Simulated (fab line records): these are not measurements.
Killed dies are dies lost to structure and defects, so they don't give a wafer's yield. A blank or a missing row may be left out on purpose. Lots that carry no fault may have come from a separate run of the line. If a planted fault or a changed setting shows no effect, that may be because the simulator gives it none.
Which tool did it? / flow sky130 / 11 lots with 33 wafers sampled at 4 steps, on a route of 708 steps

## WHAT THE GAUGES READ, wafer by wafer
SKY_METAL2_RS_MEAS_05: a four-point-probe measurement. Usual: METAL2_ALCU_RS 0.1269 ohm/sq, standard deviation 0.0014.
lot=L156; measured=day 34 03:53; on=film_metro-02; METAL2_ALCU_RS (ohm/sq)=0.1261 0.1285 0.1282; flag=
lot=L157; measured=day 35 07:04; on=film_metro-03; METAL2_ALCU_RS (ohm/sq)=0.1269 0.1279 0.1282; flag=
lot=L160; measured=day 35 23:34; on=film_metro-02; METAL2_ALCU_RS (ohm/sq)=0.1262 0.1273 0.1275; flag=
lot=L162; measured=day 36 13:30; on=film_metro-02; METAL2_ALCU_RS (ohm/sq)=0.1264 0.1256 0.1266; flag=
lot=L163; measured=day 36 17:20; on=film_metro-03; METAL2_ALCU_RS (ohm/sq)=0.1261 0.1243 0.1245; flag=
lot=L164; measured=day 36 23:38; on=film_metro-02; METAL2_ALCU_RS (ohm/sq)=0.1314 0.1275 0.1296; flag=
lot=L168; measured=day 38 01:59; on=film_metro-02; METAL2_ALCU_RS (ohm/sq)=0.1271 0.1252 0.1251; flag=
lot=L172; measured=day 38 10:55; on=film_metro-02; METAL2_ALCU_RS (ohm/sq)=0.1267 0.1271 0.1252; flag=
lot=L175; measured=day 40 07:41; on=film_metro-03; METAL2_ALCU_RS (ohm/sq)=0.1295 0.1299 0.1301; flag=
lot=L177; measured=day 40 10:44; on=film_metro-02; METAL2_ALCU_RS (ohm/sq)=0.1261 0.1254 0.1250; flag=
lot=L178; measured=day 40 11:58; on=film_metro-03; METAL2_ALCU_RS (ohm/sq)=0.1264 0.1285 0.1266; flag=

SKY_VIA2_THK_MEAS_23: measures by xrf. Usual: VIA2_W_THK 416 nm, standard deviation 8.6.
lot=L156; measured=day 36 10:14; on=film_metro-01; VIA2_W_THK (nm)=410 408 409; flag=
lot=L157; measured=day 37 12:50; on=film_metro-04; VIA2_W_THK (nm)=410 408 407; flag=
lot=L160; measured=day 38 05:53; on=film_metro-01; VIA2_W_THK (nm)=403 406 400; flag=
lot=L162; measured=day 38 20:05; on=film_metro-01; VIA2_W_THK (nm)=418 419 424; flag=
lot=L163; measured=day 38 23:47; on=film_metro-01; VIA2_W_THK (nm)=418 416 411; flag=
lot=L164; measured=day 39 06:19; on=film_metro-01; VIA2_W_THK (nm)=412 420 414; flag=
lot=L168; measured=day 40 04:57; on=film_metro-02; VIA2_W_THK (nm)=415 423 416; flag=
lot=L172; measured=day 40 13:47; on=film_metro-04; VIA2_W_THK (nm)=415 414 405; flag=
lot=L175; measured=day 42 10:20; on=film_metro-02; VIA2_W_THK (nm)=404 409 411; flag=
lot=L177; measured=day 42 14:18; on=film_metro-01; VIA2_W_THK (nm)=411 411 411; flag=
lot=L178; measured=day 42 15:08; on=film_metro-02; VIA2_W_THK (nm)=426 416 418; flag=

## WHICH TOOL RAN EACH LOT (tool, then ch and the chambers of the sampled wafers, then the start)
lot=L156; SKY_METAL2_STRIP_20=plasma_asher-01 ch 0,1, day 35 06:16; SKY_VIA2_STRIP_16=plasma_asher-01 ch 0,1, day 36 09:20
lot=L157; SKY_METAL2_STRIP_20=plasma_asher-02 ch 0,1, day 36 08:44; SKY_VIA2_STRIP_16=plasma_asher-02 ch 1, day 37 11:56
lot=L160; SKY_METAL2_STRIP_20=plasma_asher-02 ch 0,1, day 37 01:35; SKY_VIA2_STRIP_16=plasma_asher-03 ch 0,1, day 38 04:56
lot=L162; SKY_METAL2_STRIP_20=plasma_asher-02 ch 1, day 37 16:01; SKY_VIA2_STRIP_16=plasma_asher-03 ch 0,1, day 38 19:11
lot=L163; SKY_METAL2_STRIP_20=plasma_asher-02 ch 0,1, day 37 19:42; SKY_VIA2_STRIP_16=plasma_asher-01 ch 0,1, day 38 22:53
lot=L164; SKY_METAL2_STRIP_20=plasma_asher-02 ch 0,1, day 38 02:38; SKY_VIA2_STRIP_16=plasma_asher-03 ch 0,1, day 39 05:25
lot=L168; SKY_METAL2_STRIP_20=plasma_asher-04 ch 0,1, day 39 02:56; SKY_VIA2_STRIP_16=plasma_asher-02 ch 0,1, day 40 03:59
lot=L172; SKY_METAL2_STRIP_20=plasma_asher-01 ch 0,1, day 39 11:29; SKY_VIA2_STRIP_16=plasma_asher-03 ch 0,1, day 40 12:53
lot=L175; SKY_METAL2_STRIP_20=plasma_asher-02 ch 0,1, day 41 08:10; SKY_VIA2_STRIP_16=plasma_asher-03 ch 0,1, day 42 09:23
lot=L177; SKY_METAL2_STRIP_20=plasma_asher-01 ch 0,1, day 41 11:44; SKY_VIA2_STRIP_16=plasma_asher-02 ch 0,1, day 42 13:25
lot=L178; SKY_METAL2_STRIP_20=plasma_asher-04 ch 1, day 41 12:43; SKY_VIA2_STRIP_16=plasma_asher-03 ch 0, day 42 14:14
- SKY_METAL2_STRIP_20: strips in O2/N2.
- SKY_VIA2_STRIP_16: strips in O2/N2.

## WHAT THE TOOLS THEMSELVES READ (means of the sampled wafers that have a number; where no wafer has one, the mark that the record gives instead)
SKY_METAL2_STRIP_20. Usual: drypump_motor_current_A 5.7 A, standard deviation 0.6; n2_flow_sccm 299.9 sccm, standard deviation 0.81; o2_flow_sccm 3002 sccm, standard deviation 9; oes_product_au 0.343 a.u., standard deviation 0.0051; strip_time_to_endpoint_s 2.69 s, standard deviation 0.075.
lot=L156; tool=plasma_asher-01; drypump_motor_current_A (A)=5.5; n2_flow_sccm (sccm)=300.5; o2_flow_sccm (sccm)=2999; oes_product_au (a.u.)=0.337; strip_time_to_endpoint_s (s)=2.63; flag=
lot=L157; tool=plasma_asher-02; drypump_motor_current_A (A)=5.7; n2_flow_sccm (sccm)=300.3; o2_flow_sccm (sccm)=3002; oes_product_au (a.u.)=0.340; strip_time_to_endpoint_s (s)=2.68; flag=
lot=L160; tool=plasma_asher-02; drypump_motor_current_A (A)=5.7; n2_flow_sccm (sccm)=299.7; o2_flow_sccm (sccm)=2998; oes_product_au (a.u.)=0.347; strip_time_to_endpoint_s (s)=2.73; flag=
lot=L162; tool=plasma_asher-02; drypump_motor_current_A (A)=5.7; n2_flow_sccm (sccm)=299.5; o2_flow_sccm (sccm)=2994; oes_product_au (a.u.)=0.342; strip_time_to_endpoint_s (s)=2.67; flag=
lot=L163; tool=plasma_asher-02; drypump_motor_current_A (A)=5.7; n2_flow_sccm (sccm)=298.4; o2_flow_sccm (sccm)=2994; oes_product_au (a.u.)=0.345; strip_time_to_endpoint_s (s)=2.74; flag=
lot=L164; tool=plasma_asher-02; drypump_motor_current_A (A)=5.7; n2_flow_sccm (sccm)=299.7; o2_flow_sccm (sccm)=3006; oes_product_au (a.u.)=0.346; strip_time_to_endpoint_s (s)=2.70; flag=
lot=L168; tool=plasma_asher-04; drypump_motor_current_A (A)=5.6; n2_flow_sccm (sccm)=299.4; o2_flow_sccm (sccm)=3002; oes_product_au (a.u.)=0.344; strip_time_to_endpoint_s (s)=2.66; flag=
lot=L172; tool=plasma_asher-01; drypump_motor_current_A (A)=5.8; n2_flow_sccm (sccm)=300.0; o2_flow_sccm (sccm)=2998; oes_product_au (a.u.)=0.342; strip_time_to_endpoint_s (s)=2.67; flag=
lot=L175; tool=plasma_asher-02; drypump_motor_current_A (A)=5.7; n2_flow_sccm (sccm)=299.0; o2_flow_sccm (sccm)=2990; oes_product_au (a.u.)=0.339; strip_time_to_endpoint_s (s)=2.63; flag=
lot=L177; tool=plasma_asher-01; drypump_motor_current_A (A)=5.5; n2_flow_sccm (sccm)=299.4; o2_flow_sccm (sccm)=3001; oes_product_au (a.u.)=0.344; strip_time_to_endpoint_s (s)=2.72; flag=
lot=L178; tool=plasma_asher-04; drypump_motor_current_A (A)=5.0; n2_flow_sccm (sccm)=301.0; o2_flow_sccm (sccm)=3001; oes_product_au (a.u.)=0.340; strip_time_to_endpoint_s (s)=2.68; flag=

SKY_VIA2_STRIP_16. Usual: drypump_motor_current_A 5.79 A, standard deviation 0.24; n2_flow_sccm 300.1 sccm, standard deviation 0.92; o2_flow_sccm 3000 sccm, standard deviation 9; oes_product_au 0.399 a.u., standard deviation 0.0048; strip_time_to_endpoint_s 4.07 s, standard deviation 0.034.
lot=L156; tool=plasma_asher-01; drypump_motor_current_A (A)=5.78; n2_flow_sccm (sccm)=299.5; o2_flow_sccm (sccm)=3006; oes_product_au (a.u.)=0.397; strip_time_to_endpoint_s (s)=4.03; flag=
lot=L157; tool=plasma_asher-02; drypump_motor_current_A (A)=5.68; n2_flow_sccm (sccm)=301.1; o2_flow_sccm (sccm)=2996; oes_product_au (a.u.)=0.399; strip_time_to_endpoint_s (s)=4.09; flag=
lot=L160; tool=plasma_asher-03; drypump_motor_current_A (A)=6.04; n2_flow_sccm (sccm)=301.2; o2_flow_sccm (sccm)=2997; oes_product_au (a.u.)=0.397; strip_time_to_endpoint_s (s)=4.08; flag=
lot=L162; tool=plasma_asher-03; drypump_motor_current_A (A)=6.01; n2_flow_sccm (sccm)=300.3; o2_flow_sccm (sccm)=2998; oes_product_au (a.u.)=0.402; strip_time_to_endpoint_s (s)=4.10; flag=
lot=L163; tool=plasma_asher-01; drypump_motor_current_A (A)=5.56; n2_flow_sccm (sccm)=299.3; o2_flow_sccm (sccm)=2997; oes_product_au (a.u.)=0.404; strip_time_to_endpoint_s (s)=4.08; flag=
lot=L164; tool=plasma_asher-03; drypump_motor_current_A (A)=5.90; n2_flow_sccm (sccm)=299.2; o2_flow_sccm (sccm)=3002; oes_product_au (a.u.)=0.401; strip_time_to_endpoint_s (s)=4.09; flag=
lot=L168; tool=plasma_asher-02; drypump_motor_current_A (A)=5.67; n2_flow_sccm (sccm)=300.3; o2_flow_sccm (sccm)=3002; oes_product_au (a.u.)=0.398; strip_time_to_endpoint_s (s)=4.04; flag=
lot=L172; tool=plasma_asher-03; drypump_motor_current_A (A)=5.90; n2_flow_sccm (sccm)=300.1; o2_flow_sccm (sccm)=3004; oes_product_au (a.u.)=0.398; strip_time_to_endpoint_s (s)=4.05; flag=
lot=L175; tool=plasma_asher-03; drypump_motor_current_A (A)=6.02; n2_flow_sccm (sccm)=300.1; o2_flow_sccm (sccm)=2998; oes_product_au (a.u.)=0.395; strip_time_to_endpoint_s (s)=4.07; flag=
lot=L177; tool=plasma_asher-02; drypump_motor_current_A (A)=5.64; n2_flow_sccm (sccm)=300.9; o2_flow_sccm (sccm)=2994; oes_product_au (a.u.)=0.396; strip_time_to_endpoint_s (s)=4.04; flag=
lot=L178; tool=plasma_asher-03; drypump_motor_current_A (A)=6.14; n2_flow_sccm (sccm)=301.2; o2_flow_sccm (sccm)=3006; oes_product_au (a.u.)=0.401; strip_time_to_endpoint_s (s)=4.06; flag=

## THE ANSWER, worked out from the rows above alone
Rule: lot off if the mean of its wafers having a number is beyond 3 standard deviations from the usual mean. A lot without any number at a reading at which 4 lots or more have one is off too. The other lots that the step has rows for count as sound. After the gauges, taken in route order, come the tools' own readings; for these a lot's mean is taken, as printed above. At the first step where some lot is off, the reading lying furthest off is the one used; lots without a number count as furthest.
None of the lots is off at any reading shown; this tells nothing.

## WHAT WAS PUT IN BY THE SIMULATOR
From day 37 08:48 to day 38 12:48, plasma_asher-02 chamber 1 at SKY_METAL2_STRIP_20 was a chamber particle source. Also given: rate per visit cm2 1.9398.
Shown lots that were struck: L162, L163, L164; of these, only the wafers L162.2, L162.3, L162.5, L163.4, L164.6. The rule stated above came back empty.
